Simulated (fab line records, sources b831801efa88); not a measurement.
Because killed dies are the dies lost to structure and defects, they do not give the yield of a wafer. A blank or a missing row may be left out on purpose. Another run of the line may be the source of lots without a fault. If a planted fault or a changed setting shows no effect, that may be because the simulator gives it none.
Problem report, 8D (eight disciplines) form, completed by code	flow sky130	the parts of the form that need people (team, actions taken, sign-off) are left out

1. THE ISSUE
overpolish_run_s at SKY_VIA3_CMP_24 reads a mean of 0.038 s on 6 wafers of 2 lots; wafers without a fault read 20.001 s with a standard deviation of 0.0097. That is -99 or more standard deviations from the usual mean.
The step: polishes, stops on SiO2, t overpolish 20 s, target thk 0 nm.
First observed at day 42 19:42: wafer L344.2, on cmp-02. At this step, 36 wafers from 12 lots have a number in the record. By rule, "out" or "out of limits" means more than 4 standard deviations away from the usual mean. All remaining wafers that have a number are taken as sound.

2. WHAT THIS IS AND IS NOT
question	is	is not
which readings at this step	overpolish_run_s, time_to_endpoint_s	motor_current_A
which lots	L344, L346	L335, L336, L339, L343, L350, L352, L354, L355, L357, L358
which wafers of those lots	all that have a number	-
read on which tools	cmp-02	cmp-01
when	from day 42 19:42	up to then (12 sound wafers); but 18 sound wafers of L350, L352, L354, L355, L357, L358 came after

3. SUSPECTS, AND WHAT RULES EACH OUT
Counting: any tool at a process step up to the reading is kept as a suspect provided that every lot that is out went through it and no sound lot did after the first of them.
- cmp-02 at SKY_VIA3_CMP_24 (polishes, stops on SiO2, t overpolish 20 s, target thk 0 nm): ruled out as a lasting fault. Sound lots L358 ran on it after its first lot that is out, L344 (day 42 19:42).
Left after counting: nothing in the record.

4. THE CAUSE (what the simulator had put in)
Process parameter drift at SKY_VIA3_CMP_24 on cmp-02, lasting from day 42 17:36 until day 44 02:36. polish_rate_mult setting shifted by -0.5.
Counting ruled it out, wrongly.

5. SEQUENCE OF EFFECTS, ordered by route
Rows list readings where the struck wafers' mean (over those with a number) sits beyond 3 standard deviations from the usual. Scope: only readings with a usual standard deviation given in the record; hours: median across lots of the time from each lot's start at the first step in this table that gives one to its start at this step; sigmas: change in usual standard deviations.
hours	step	reading	usual	on struck wafers	change	sigmas
0	SKY_VIA3_CMP_24	overpolish_run_s	20.001 s	0.038	-19.963	-99 or more
0	SKY_VIA3_CMP_24	time_to_endpoint_s	93 s	146	+53	+11
137	SKY_PAD_OPEN_PROBE_99	defect_limited_yield	82.5 %	0.0	-82.5	-43
137	SKY_PAD_OPEN_PROBE_99	killed_at_M0_to_M3	42	451	+409	+64
137	SKY_PAD_OPEN_PROBE_99	killed_dies	86	492	+406	+44
137	SKY_PAD_OPEN_PROBE_99	killed_on_rim	17	96	+79	+20
137	SKY_PAD_OPEN_PROBE_99	sort_bin_3_pad_short	0.9 %	83.8	+82.8	+99 or more
137	SKY_PAD_OPEN_PROBE_99	sort_n_pass	406	0	-406	-44
137	SKY_PAD_OPEN_PROBE_99	sort_yield_pct	82.5 %	0.0	-82.5	-43
It contains these process steps:
- SKY_VIA3_CMP_24: polishes, stops on SiO2, t overpolish 20 s, target thk 0 nm.
- SKY_PAD_OPEN_PROBE_99

6. WHAT WOULD HAVE CAUGHT IT SOONER
The fault began at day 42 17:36; the first out-of-limits reading in this record came at day 42 19:42, 2 hours later.
